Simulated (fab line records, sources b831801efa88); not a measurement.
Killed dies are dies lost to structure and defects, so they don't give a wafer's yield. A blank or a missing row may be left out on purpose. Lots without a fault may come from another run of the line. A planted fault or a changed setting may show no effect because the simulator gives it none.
Code-filled problem report in 8D (eight disciplines) form :: flow sky130 :: the parts of the form that need people (team, actions taken, sign-off) are left out

1. THE ISSUE
A mean of 3354.7 W is read at SKY_LI_CONTACT_SPUTTER_20 for cathode-dc-power-W, taken on 1 wafer of 1 lot, against 3999.9 W (standard deviation 0.81) on wafers free of any fault. That is -99 or more standard deviations from the usual mean.
The step: material TiN, target thk 20 nm, time 80 s.
The first sign was on wafer L811.1 at day 30 13:50, on pvd-sputter-04. The record has a number at this step for 15 wafers belonging to 5 lots. Rule for "out", or "out of limits": more than 4 standard deviations from the usual mean. The other wafers with a number count as sound.

2. WHAT IT IS, AND WHAT IT ISN'T
question: which readings at this step
is: cathode-dc-power-W
is not: throttle-valve-pct

question: which lots
is: L811
is not: L808, L809, L827, L829

question: which wafers of those lots
is: L811.1
is not: L811.4, L811.6

question: read on which tools
is: pvd-sputter-04
is not: pvd-sputter-01

question: when
is: from day 30 13:50
is not: up to then (8 sound wafers); but 6 sound wafers of L827, L829 came after

3. THE SUSPECTS, EACH WITH WHAT RULES IT OUT
Counting: a tool at a process step up to the reading stays a suspect if it ran every lot that is out. Sound lots after the first of them don't rule it out here, since some wafers of a struck lot are sound.
- rie-diel-04 at SKY_LI_CONTACT_ETCH_14 (etches BARC in N2/H2, stops on SiO2, time 45.9 s, target depth 60 nm): kept. It ran the lot that is out, L811 (day 30 13:20); its last sound lot up to then is L809 (day 29 23:46).
- rie-diel-04 at SKY_LI_CONTACT_ETCH_15 (etches PSG in C4F8/O2/Ar, stops on Si, target depth 600 nm): kept. It ran the lot that is out, L811 (day 30 13:23); its last sound lot up to then is L809 (day 29 23:49).
- plasma-asher-04 at SKY_LI_CONTACT_STRIP_16 (strips in O2/N2): kept. It ran the lot that is out, L811 (day 30 13:28).
- pvd-sputter-04 at SKY_LI_CONTACT_SPUTTER_19 (material Ti, target thk 20 nm, time 106.37 s): kept. It ran the lot that is out, L811 (day 30 13:46); its last sound lot up to then is L809 (day 30 00:13).
- pvd-sputter-04 at SKY_LI_CONTACT_SPUTTER_20 (material TiN, target thk 20 nm, time 80 s): kept. It ran the lot that is out, L811 (day 30 13:50); its last sound lot up to then is L809 (day 30 00:18). Out on those wafers are its own readings of cathode-dc-power-W.
Left after counting: rie-diel-04 at SKY_LI_CONTACT_ETCH_14, rie-diel-04 at SKY_LI_CONTACT_ETCH_15, plasma-asher-04 at SKY_LI_CONTACT_STRIP_16, pvd-sputter-04 at SKY_LI_CONTACT_SPUTTER_19, pvd-sputter-04 at SKY_LI_CONTACT_SPUTTER_20.

4. THE CAUSE (what the simulator had put in)
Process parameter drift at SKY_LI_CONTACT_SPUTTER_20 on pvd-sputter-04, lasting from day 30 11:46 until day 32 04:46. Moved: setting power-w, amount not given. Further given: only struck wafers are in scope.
Counting leaves 5 suspects; this tool is one of them.

5. THE EFFECT CHAIN, in route order
One row per reading whose mean, taken over the struck wafers that have a number, lies over 3 standard deviations from the usual. Scope: only readings with a usual standard deviation given in the record; hours: median across lots of the time from each lot's start at the first step in this table that gives one to its start at this step; sigmas: change in usual standard deviations.
hours: 0
step: SKY_LI_CONTACT_SPUTTER_20
reading: cathode-dc-power-W
usual: 3999.9 W
on struck wafers: 3354.7
change: -645.2
sigmas: -99 or more
Here are the process steps it includes:
- SKY_LI_CONTACT_SPUTTER_20: material TiN, target thk 20 nm, time 80 s.

6. WHAT WOULD HAVE CAUGHT IT SOONER
The fault began at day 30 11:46; the first out-of-limits reading in this record came at day 30 13:50, 2 hours later.
